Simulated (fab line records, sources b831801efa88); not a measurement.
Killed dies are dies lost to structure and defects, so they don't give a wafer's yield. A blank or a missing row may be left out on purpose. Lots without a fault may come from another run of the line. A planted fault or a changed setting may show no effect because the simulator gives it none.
fab line records | flow gf180mcu
record lots=6 wafers=18 last_day=34
route steps=602 shown V3@439
lots that met no fault: from a run of the same line without faults
start_h: hours from the record's first day to the start of the lot's first wafer shown | wait_h: hours since the lot's step before | " the same as in the row above | L1.1+2: a row that stands for several wafers | - no value, or no start given | * or withheld: withheld | < > ~ a bound
route shown NAME@n: a module of which the file shows steps, and the number in the route of the first | usual: mean/standard deviation of fault-free wafers | same: alike in all rows | chamber/n: place in a boat | sites: the reading at each site | _std_site: their standard deviation | _edge_site: outer sites' mean less inner sites' | radius_mm: how far each site lies from the wafer's centre | mask NAME#n: copy n | behind: the tool/chamber that last shaped the wafer | hold: why the lot was held/for how many hours/how that ended | device: the transistor (n, p or np) that didn't switch | end of line: the same wafers' tests at the end of the route | a step without rows: its recipe alone | killed: dies lost to structure and defects at the first sort, not the wafer's yield | map: a wafer's dies, x killed, . not, _ none there
set.NAME: the setting as run; set.NAME@STEP: as run at that earlier step | model.NAME: the simulator's own value behind a step, which no gauge read
lots at some steps of the route; a table a step, a row a wafer
services: from which hour (start_h, from the record's first day; less than 0 if before it) a tool's chamber was out of use, for how many hours, and why
## steps
# step GF_V3_SOFTBAKE_10
# recipe temp_c=130 time_s=60 resist=KrF
# step GF_V3_EXPOSE_11
# recipe mask_id=Via3 target_cd_nm=260 na=0.68 source_shape=conventional sigma_outer=0.6 dose_mj=38
# step GF_V3_PEB_12
# recipe peb_temp_c=135 peb_time_s=90 resist=KrF
# step GF_V3_DEVELOP_13
# recipe develop_time_s=60 resist=KrF dev_temp_c=21
# step GF_V3_CD_MEAS_14
# recipe target_cd_nm=260
# usual cd_nm=259.8/1.4
# columns lot.wafer tool chamber start_h wait_h cd_nm
L885.3 cd_sem-01 - 510.25 0.1 259.2
L885.4 " - " " 259.6
L885.5 " - " " 259.2
L892.2 cd_sem-01 - 576.60 0.1 259.3
L892.3 " - " " 260.5
L892.5 " - " " 260.4
L893.1 cd_sem-02 - 590.68 0.1 262.5
L893.3 " - " " 262.7
L893.4 " - " " 261.4
L896.3 cd_sem-01 - 617.37 0.1 261.6
L896.5 " - " " 261.5
L896.6 " - " " 259.9
L903.1 cd_sem-01 - 658.28 0.1 260.1
L903.4 " - " " 258.4
L903.5 " - " " 259.4
L908.1 cd_sem-02 - 687.63 0.1 260.0
L908.3 " - " " 260.0
L908.6 " - " " 260.0
# step GF_V3_OVL_MEAS_15
# usual V3_OVL=-2/5.6
# columns lot.wafer tool chamber start_h wait_h V3_OVL[nm]
L885.3 overlay-02 - 510.34 0.1 -13
L885.4 " - " " -9
L885.5 " - " " -10
L892.2 overlay-02 - 576.71 0.1 3
L892.3 " - " " -2
L892.5 " - " " 1
L893.1 overlay-01 - 590.80 0.1 4
L893.3 " - " " -1
L893.4 " - " " 7
L896.3 overlay-01 - 617.46 0.1 -4
L896.5 " - " " 1
L896.6 " - " " -1
L903.1 overlay-01 - 658.40 0.1 6
L903.4 " - " " 1
L903.5 " - " " -1
L908.1 overlay-01 - 687.75 0.1 -11
L908.3 " - " " -7
L908.6 " - " " -2
# step GF_V3_ETCH_16
# recipe chemistry=N2/H2 target_depth_a=withheld overetch_a=withheld time_s=withheld target=BARC ion_energy_ev=200 source_w=500 bias_w=100 pressure_mtorr=30 n2_flow_sccm=100 h2_flow_sccm=200
# usual chamber_pressure_mTorr=30.000/0.026 drypump_motor_current_A=5.6/0.53 oes_product_au=0.854/0.0046 throttle_valve_pct=13.224/0.01
# columns lot.wafer tool chamber start_h wait_h chamber_pressure_mTorr drypump_motor_current_A oes_product_au throttle_valve_pct
L885.3 rie_diel-02 3 510.37 0.0 30.021 5.0 0.863 13.220
L885.4 " 1 " " 29.977 5.4 0.847 13.221
L885.5 " 2 " " 30.021 6.3 0.864 13.233
L892.2 rie_diel-02 2 576.74 0.0 29.993 6.3 0.857 13.221
L892.3 " 0 " " 30.025 5.3 0.855 13.229
L892.5 " 2 " " 30.000 6.3 0.851 13.225
L893.1 rie_diel-04 3 590.84 0.0 29.987 6.5 0.849 13.216
L893.3 " 0 " " 29.956 5.0 0.857 13.239
L893.4 " 3 " " 29.974 6.5 0.860 13.215
L896.3 rie_diel-01 1 617.49 0.0 30.021 6.0 0.854 13.209
L896.5 " 0 " " 29.999 5.1 0.853 13.238
L896.6 " 2 " " 29.980 6.5 0.857 13.225
L903.1 rie_diel-02 2 658.44 0.0 29.994 6.3 0.847 13.214
L903.4 " 1 " " 30.027 5.4 0.858 13.217
L903.5 " 3 " " 29.965 5.0 0.856 13.238
L908.1 rie_diel-01 0 687.79 0.0 29.965 5.1 0.853 13.236
L908.3 " 2 " " 29.958 6.5 0.845 13.216
L908.6 " 0 " " 30.024 5.1 0.859 13.225
# step GF_V3_ETCH_17
# recipe chemistry=C4F8/O2/Ar mask_material=KrF target=SiO2 stop_on=TiN source_w=1500 bias_w=1200 pressure_mtorr=40 c4f8_flow_sccm=withheld O2_flow_sccm=6 Ar_flow_sccm=300 time_s=withheld target_depth_a=6350
# usual chamber_pressure_mTorr=40.00/0.037 oes_product_au=0.856/0.0042
# columns lot.wafer tool chamber start_h wait_h chamber_pressure_mTorr oes_product_au
L885.3 rie_diel-02 3 - - 39.96 0.856
L885.4 " 1 " " 39.99 0.852
L885.5 " 2 " " 39.98 0.857
L892.2 rie_diel-02 2 - - 39.93 0.856
L892.3 " 0 " " 39.99 0.850
L892.5 " 2 " " 39.99 0.857
L893.1 rie_diel-04 3 - - 40.05 0.860
L893.3 " 0 " " 40.01 0.856
L893.4 " 3 " " 39.98 0.859
L896.3 rie_diel-01 1 - - 39.96 0.860
L896.5 " 0 " " 40.04 0.865
L896.6 " 2 " " 39.94 0.854
L903.1 rie_diel-02 2 - - 39.98 0.851
L903.4 " 1 " " 40.08 0.868
L903.5 " 3 " " 39.98 0.855
L908.1 rie_diel-01 0 - - 40.02 0.861
L908.3 " 2 " " 40.03 0.859
L908.6 " 0 " " 39.93 0.854
# step GF_V3_STRIP_18
# recipe chemistry=O2/N2 power_w=1400 pressure_mtorr=1500 platen_temp_c=250 o2_flow_sccm=3000 n2_flow_sccm=300 overash_fraction=0.5
# usual chamber_pressure_mTorr=1499.9/1.3 drypump_motor_current_A=5.66/0.18 heater_power_w=363/36 oes_product_au=0.592/0.0048 platen_temp_c=250.01/0.19
# columns lot.wafer tool chamber start_h wait_h chamber_pressure_mTorr drypump_motor_current_A heater_power_w oes_product_au platen_temp_c rf_hours_counter_h
L885.3 plasma_asher-01 0 510.53 - 1501.5 5.91 356 0.589 250.01 -
L885.4 " 1 " " 1498.0 5.60 307 0.591 249.87 -
L885.5 " 0 " " 1500.4 5.91 354 0.591 250.31 -
L892.2 plasma_asher-02 0 576.86 - 1499.2 5.48 395 0.592 249.96 38
L892.3 " 1 " " 1500.5 5.59 430 0.589 250.08 -
L892.5 " 0 " " 1498.7 5.49 403 0.594 249.85 -
L893.1 plasma_asher-02 0 590.96 - 1501.6 5.45 388 0.593 250.01 40
L893.3 " 1 " " 1500.3 5.55 426 0.605 249.86 -
L893.4 " 0 " " 1501.4 5.44 398 0.592 249.97 -
L896.3 plasma_asher-01 0 617.65 - 1498.6 5.91 357 0.594 249.83 -
L896.5 " 1 " " 1500.3 5.59 313 0.589 250.12 -
L896.6 " 0 " " 1497.6 5.90 359 0.588 249.93 -
L903.1 plasma_asher-02 0 658.57 - 1502.3 5.45 396 0.601 249.82 47
L903.4 " 1 " " 1500.5 5.57 423 0.591 250.04 -
L903.5 " 1 " " 1499.5 5.54 427 0.595 249.92 -
L908.1 plasma_asher-03 1 687.91 - 1498.4 5.51 364 0.599 249.60 94
L908.3 " 0 " " 1500.0 5.86 334 0.593 250.25 -
L908.6 " 0 " " 1500.3 5.87 330 0.594 250.21 -
# step GF_V3_STRIP_19
# recipe chemistry=post_etch_residue_remover time_s=1200 temp_c=72.5
# step GF_V3_CLEAN_20
# recipe chemistry=DIW dry=n2_spin
# step GF_V3_SPUTTER_21
# recipe material=Ti target_thk_nm=15 chamber_pressure_pa=5 power_w=2500 substrate_temp_c=200 time_s=80.02
# usual cathode_dc_power_W=2500.0/0.49 chamber_pressure_pa=4.998/0.0099 throttle_valve_pct=30.3/0.96
# columns lot.wafer tool chamber start_h wait_h cathode_dc_power_W chamber_pressure_pa throttle_valve_pct
L885.3 pvd_sputter-03 - 511.03 0.0 2499.7 4.984 30.2
L885.4 " - " " 2499.7 4.998 29.2
L885.5 " - " " 2499.3 4.998 29.3
L892.2 pvd_sputter-01 - 577.40 0.0 2500.1 4.999 29.5
L892.3 " - " " 2500.3 4.994 29.1
L892.5 " - " " 2499.9 4.987 29.2
L893.1 pvd_sputter-03 - 591.50 0.0 2499.7 4.990 29.4
L893.3 " - " " 2498.8 4.992 30.6
L893.4 " - " " 2500.3 5.003 30.1
L896.3 pvd_sputter-01 - 618.15 0.0 2499.7 5.000 29.3
L896.5 " - " " 2499.5 4.987 31.3
L896.6 " - " " 2499.7 4.992 28.7
L903.1 pvd_sputter-03 - 659.14 0.0 2499.9 5.000 30.0
L903.4 " - " " 2500.0 4.990 30.7
L903.5 " - " " 2500.2 5.003 30.5
L908.1 pvd_sputter-02 - 688.45 0.0 2499.9 4.998 29.3
L908.3 " - " " 2500.5 5.016 31.0
L908.6 " - " " 2499.5 5.023 31.3
# step GF_V3_SPUTTER_22
# recipe material=TiN target_thk_nm=10 chamber_pressure_pa=5 power_w=4000 time_s=40
# usual cathode_dc_power_W=4000.0/0.68 chamber_pressure_pa=5.000/0.01 throttle_valve_pct=30.3/0.97
# columns lot.wafer tool chamber start_h wait_h cathode_dc_power_W chamber_pressure_pa throttle_valve_pct
L885.3 pvd_sputter-03 - 511.09 0.0 3999.5 5.008 30.1
L885.4 " - " " 3999.9 4.984 29.2
L885.5 " - " " 4000.4 4.986 29.2
L892.2 pvd_sputter-01 - 577.46 0.0 4000.9 5.000 29.3
L892.3 " - " " 4000.0 4.989 28.9
L892.5 " - " " 4000.3 4.991 29.0
L893.1 pvd_sputter-03 - 591.56 0.0 - - -
L893.3 " - " " - - -
L893.4 " - " " - - -
L896.3 pvd_sputter-01 - 618.21 0.0 - - -
L896.5 " - " " - - -
L896.6 " - " " - - -
L903.1 pvd_sputter-03 - 659.20 0.0 3999.7 4.996 30.1
L903.4 " - " " 4000.9 4.993 30.8
L903.5 " - " " 4000.4 5.001 30.6
L908.1 pvd_sputter-02 - 688.51 0.0 3999.4 4.998 29.3
L908.3 " - " " 4000.7 4.996 30.9
L908.6 " - " " 4001.2 5.002 30.9
# step GF_V3_CVD_23
# recipe material=W target_thk_nm=350 time_s=104.9 temp_c=400 pressure_torr=40
# usual heater_power_w=829/100
# columns lot.wafer tool chamber start_h wait_h heater_power_w
L885.3 cvd_w-02 0 511.17 0.1 954
L885.4 " 1 " " 685
L885.5 " 0 " " 942
L892.2 cvd_w-01 0 577.50 0.0 887
L892.3 " 1 " " 799
L892.5 " 0 " " 881
L893.1 cvd_w-01 0 591.60 0.0 884
L893.3 " 1 " " 806
L893.4 " 0 " " 886
L896.3 cvd_w-02 1 618.29 0.1 672
L896.5 " 1 " " 669
L896.6 " 0 " " 1013
L903.1 cvd_w-01 1 659.24 0.0 782
L903.4 " 0 " " 877
L903.5 " 1 " " 807
L908.1 cvd_w-02 1 688.55 0.0 704
L908.3 " 0 " " 974
L908.6 " 1 " " 694
## services
# columns tool chamber start_h hours kind
rie_diel-01 2 518.48 - clean
rie_diel-01 2 518.48 20.9 scheduled_down
rie_diel-01 2 518.48 20.9 vent_cycle
cvd_w-02 1 526.59 4.6 repair
plasma_asher-02 - 526.74 1.9 repair
pvd_sputter-02 - 527.22 1.4 repair
pvd_sputter-01 - 532.44 1.1 repair
rie_diel-02 - 535.82 1.2 repair
rie_diel-02 3 561.52 14.8 repair
cvd_w-02 - 563.70 1.3 repair
rie_diel-02 2 577.20 - clean
rie_diel-02 2 577.20 15.2 scheduled_down
rie_diel-02 2 577.20 15.2 vent_cycle
rie_diel-04 2 579.40 - clean
rie_diel-04 2 579.40 16.9 scheduled_down
rie_diel-04 2 579.40 16.9 vent_cycle
rie_diel-01 1 587.65 4.0 repair
rie_diel-01 3 617.33 9.6 repair
rie_diel-04 1 641.98 - clean
rie_diel-04 1 641.98 16.9 scheduled_down
rie_diel-04 1 641.98 16.9 vent_cycle
rie_diel-04 - 656.93 14.6 pm
plasma_asher-03 - 662.27 5.9 repair
cvd_w-01 0 675.32 7.6 repair
## key
first_sign step=GF_V3_SPUTTER_22 reading=tool_record direction=missing
effect none on later readings
met_at GF_V3_SPUTTER_22
struck_wafers L893.1,L893.3,L893.4,L896.3,L896.5,L896.6
later_rows_left_out L893.1,L893.3,L893.4,L896.3,L896.5,L896.6
sort_left_out L893.1,L893.3,L893.4,L896.3,L896.5,L896.6
onset_between 577.46 591.56
fault kind=skipped_step_whole tool=pvd_sputter-01,pvd_sputter-02,pvd_sputter-03 chamber=- onset_h=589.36 steps=GF_V3_SPUTTER_22 scope=struck_lots_only
# sort_left_out: the simulated sort isn't trusted on such a fault, so these wafers' sort isn't shown, and their yield isn't known
# later_rows_left_out: the simulator's readings of these wafers behind a module that went badly wrong aren't trusted and aren't shown, but for the sort
